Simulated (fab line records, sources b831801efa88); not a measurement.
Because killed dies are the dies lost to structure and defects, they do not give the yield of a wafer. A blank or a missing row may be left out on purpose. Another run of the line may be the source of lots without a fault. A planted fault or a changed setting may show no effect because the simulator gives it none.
Chamber matching + flow gf180mcu + GF_V3_CVD_02 on pecvd-02 has 3 sister chambers
The step deposits SiO2 from TEOS, target thk 850 nm, time 94.851 s. 3 wafers are shown with their chamber, then 10 later ones without.

WAFERS WITH THEIR CHAMBER
| wafer  | chamber | heater_power_w (W) |
|--------|---------|--------------------|
| L383.2 | 1       | 484                |
| L396.3 | 2       | 562                |
| L396.4 | 0       | 554                |

WAFERS WITH NO CHAMBER GIVEN
| wafer  | heater_power_w (W) |
|--------|--------------------|
| L396.5 | 592                |
| L397.3 | 584                |
| L397.5 | 475                |
| L397.6 | 488                |
| L398.2 | 549                |
| L398.4 | 473                |
| L398.6 | 463                |
| L399.2 | 589                |
| L399.3 | 478                |
| L399.6 | 560                |

CHAMBER TAKEN BY EACH
| wafer  | from the rows above     | in truth                   |
|--------|-------------------------|----------------------------|
| L396.5 | can't be placed: 2 or 0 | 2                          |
| L397.3 | can't be placed: 2 or 0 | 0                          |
| L397.5 | 1                       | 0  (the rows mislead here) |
| L397.6 | 1                       | 1                          |
| L398.2 | can't be placed: 0 or 2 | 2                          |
| L398.4 | 1                       | 1                          |
| L398.6 | 1                       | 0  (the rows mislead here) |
| L399.2 | can't be placed: 2 or 0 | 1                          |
| L399.3 | 1                       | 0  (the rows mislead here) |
| L399.6 | can't be placed: 2 or 0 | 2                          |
Correct placement for 2 of the 10. Can't be placed from these rows: 5 (the true chamber is among the candidates in 4). Number placed wrongly: 3.
How it was worked out, from the rows above alone: a wafer's distance from a chamber is the root of the sum, over the readings, of the square of ((its reading less the chamber's mean) divided by the reading's scatter). The wafer belongs to the nearest chamber; if the next one is less than 2 further off, it can't be placed. A chamber's mean is the mean of its shown wafers. The scatter: root of mean squared gap, hidden wafer to nearest shown wafer, with one shown wafer a chamber.
